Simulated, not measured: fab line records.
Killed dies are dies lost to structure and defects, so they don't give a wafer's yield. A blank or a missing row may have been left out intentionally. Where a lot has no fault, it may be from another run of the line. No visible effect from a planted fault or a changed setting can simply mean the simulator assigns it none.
The tool behind it: which one? -- flow sky130 -- 11 lots, 33 wafers sampled, at 5 steps of a route of 708

WHAT THE GAUGES SHOWED, per wafer
SKY_VT_ADJUST_NCORE_TW_MEAS_11.
lot,measured,on,VT_ADJUST_NCORE_TW
L590,day 8 17:27,film-metro-01,222.5 222.2 222.3
L591,day 8 21:06,film-metro-02,218.3 219.2 218.0
L596,day 10 05:37,film-metro-01,221.7 223.1 221.2
L597,day 10 17:15,film-metro-01,222.6 222.1 221.9
L600,day 11 10:10,film-metro-03,205.7 207.4 206.2 206.4 207.2 207.0
L601,day 11 22:34,film-metro-02,206.3 206.7 207.3 205.7 206.0 206.2
L603,day 12 18:27,film-metro-01,212.1 210.5 211.5
L605,day 13 02:49,film-metro-01,222.2 222.1 223.7
L609,day 14 09:59,film-metro-01,220.9 221.7 220.6
L612,day 15 02:56,film-metro-01,222.4 222.3 222.3
L613,day 15 11:50,film-metro-02,215.8 215.5 215.8

SKY_LDD_N_OVL_MEAS_07.
lot,measured,on,LDD_N_OVL (nm)
L590,day 17 20:55,overlay-01,-1.6 -1.9 -1.7
L591,day 17 21:13,overlay-01,-0.7 -1.1 -3.4
L596,day 19 21:38,overlay-01,0.6 -1.1 -1.6
L597,day 21 02:23,overlay-01,-2.5 -0.8 -2.3
L600,day 21 15:49,overlay-02,-2.8 -1.1 -1.5
L601,day 22 03:53,overlay-01,1.9 -1.3 -0.6
L603,day 22 19:10,overlay-01,1.1 -0.9 -1.8
L605,day 23 07:31,overlay-02,1.1 -0.1 1.2
L609,day 24 19:37,overlay-01,-1.5 -0.6 0.0
L612,day 25 15:04,overlay-02,-0.6 -0.1 -2.8
L613,day 25 23:17,overlay-01,0.6 0.5 -2.0

WHICH TOOL RAN EACH LOT (tool, then ch and the chambers of the sampled wafers, then the start)
lot,SKY_FIELD_ISO_ETCH_14,SKY_VT_ADJUST_LVTN_STRIP_20,SKY_VT_ADJUST_NCORE_IMPLANT_09
L590,"rie-diel-01 ch 1,2,3, day 2 06:04","plasma-asher-01 ch 0,1, day 7 19:47","implanter-02 ch 0, day 8 17:12"
L591,"rie-diel-03 ch 0,1,3, day 2 10:34","plasma-asher-04 ch 0,1, day 7 23:50","implanter-04 ch 0, day 8 20:51"
L596,"rie-diel-03 ch 0,2,3, day 3 12:16","plasma-asher-02 ch 0,1, day 9 07:06","implanter-01 ch 0, day 10 05:24"
L597,"rie-diel-03 ch 1,2,3, day 3 19:52","plasma-asher-02 ch 0,1, day 9 18:45","implanter-01 ch 0, day 10 17:02"
L600,"rie-diel-01 ch 0,1,2, day 4 08:37","plasma-asher-01 ch 0, day 10 10:47","implanter-01 ch 0, day 11 09:56"
L601,"rie-diel-03 ch 0,2,3, day 4 14:28","plasma-asher-01 ch 0,1, day 10 22:23","implanter-01 ch 0, day 11 22:19"
L603,"rie-diel-03 ch 0,2,3, day 5 00:17","plasma-asher-04 ch 0,1, day 11 18:19","implanter-01 ch 0, day 12 18:14"
L605,"rie-diel-02 ch 0,1,3, day 5 10:11","plasma-asher-02 ch 0,1, day 12 01:56","implanter-04 ch 0, day 13 02:35"
L609,"rie-diel-01 ch 1,3, day 6 10:02","plasma-asher-02 ch 0,1, day 13 08:35","implanter-02 ch 0, day 14 09:44"
L612,"rie-diel-02 ch 1,2,3, day 7 00:31","plasma-asher-01 ch 0,1, day 14 01:09","implanter-02 ch 0, day 15 02:43"
L613,"rie-diel-01 ch 0,1,2, day 7 05:10","plasma-asher-01 ch 0,1, day 14 10:22","implanter-04 ch 0, day 15 11:37"
- SKY_FIELD_ISO_ETCH_14: etches BARC in N2/H2, stops on SiO2, time 45.9 s, target depth 60 nm.
- SKY_VT_ADJUST_LVTN_STRIP_20: strips in O2/N2.
- SKY_VT_ADJUST_NCORE_IMPLANT_09

AS READ BY THE TOOLS THEMSELVES (means over the sampled wafers that have a number; for cases with no such wafer, the mark the record gives instead)
SKY_FIELD_ISO_ETCH_14.
lot,tool,drypump-motor-current-A (A),oes-product-au (a.u.),throttle-valve-pct (%)
L590,rie-diel-01,5.8,0.854,13.225
L591,rie-diel-03,5.6,0.860,13.218
L596,rie-diel-03,5.5,0.857,13.222
L597,rie-diel-03,5.8,0.855,13.228
L600,rie-diel-01,5.8,0.854,13.229
L601,rie-diel-03,5.5,0.858,13.227
L603,rie-diel-03,5.5,0.860,13.225
L605,rie-diel-02,5.5,0.854,13.220
L609,rie-diel-01,5.5,0.855,13.218
L612,rie-diel-02,5.5,0.856,13.214
L613,rie-diel-01,5.8,0.853,13.221

SKY_VT_ADJUST_LVTN_STRIP_20.
lot,tool,drypump-motor-current-A (A),oes-product-au (a.u.),strip-time-to-endpoint-s (s)
L590,plasma-asher-01,5.6,0.716,14.19
L591,plasma-asher-04,6.3,0.719,14.14
L596,plasma-asher-02,5.2,0.718,14.18
L597,plasma-asher-02,5.2,0.715,14.15
L600,plasma-asher-01,6.6,0.717,14.19
L601,plasma-asher-01,6.0,0.714,14.09
L603,plasma-asher-04,6.3,0.717,14.19
L605,plasma-asher-02,5.7,0.713,14.23
L609,plasma-asher-02,5.7,0.717,14.21
L612,plasma-asher-01,5.6,0.719,14.13
L613,plasma-asher-01,5.6,0.715,14.21

SKY_VT_ADJUST_NCORE_IMPLANT_09.
lot,tool,dose-ions-cm2,faraday-current-uA
L590,implanter-02,2.4041e+12,13.62
L591,implanter-04,2.3988e+12,13.60
L596,implanter-01,2.3985e+12,13.65
L597,implanter-01,2.3989e+12,13.48
L600,implanter-01,2.0606e+12,11.80
L601,implanter-01,2.0623e+12,11.71
L603,implanter-01,2.0614e+12,11.60
L605,implanter-04,2.3981e+12,13.83
L609,implanter-02,2.3992e+12,13.59
L612,implanter-02,2.4009e+12,13.56
L613,implanter-04,2.3980e+12,13.78

THE ANSWER, worked out from the rows above alone
Rule: usual is defined by the lots themselves. Put in order of their means at a reading, lots are off if they are a third of the lots or fewer, leave a main group of 4 or more, and stand apart from it by a gap of 3 or more times the standard deviation of the main group's means; of several such gaps the widest counts. Not used: any main group whose means are identical at the precision the tables above print for the reading. A lot without any number at a reading at which 4 lots or more have one is off too. The other lots that the step has rows for count as sound. First the gauges in route order, then the tools' own readings, where a lot's mean is used as printed above. At the first step where some lot is off, the reading lying furthest off is the one used; lots without a number count as furthest.
Off: L600, L601, L603, at SKY_VT_ADJUST_NCORE_IMPLANT_09 (dose-ions-cm2). The main group has a mean of 2.3996e+12 with a standard deviation of 1.9e+09.
If a tool, at that step or one of the process steps before it, ran each lot that is off and ran no sound lot following the first of them, it fits. One fits: implanter-01 at SKY_VT_ADJUST_NCORE_IMPLANT_09. A fault onset in the window from L597 (day 10 17:02, its last sound lot) to L600 (day 11 09:56, its first lot off) fits.
The tool's own readings at SKY_VT_ADJUST_NCORE_IMPLANT_09 bear it out: on the lots that are off they differ by more than 5 times the standard deviation of the sound lots' means. dose-ions-cm2 reads 2.0614e+12 there against 2.3996e+12 on the sound lots; faraday-current-uA reads 11.70 there against 13.64 on the sound lots.

WHAT WAS PUT IN BY THE SIMULATOR
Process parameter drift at SKY_VT_ADJUST_NCORE_IMPLANT_09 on implanter-01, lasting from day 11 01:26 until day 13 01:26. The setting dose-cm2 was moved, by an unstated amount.
Shown lots that were struck: L600, L601, L603. The rule above found the same.
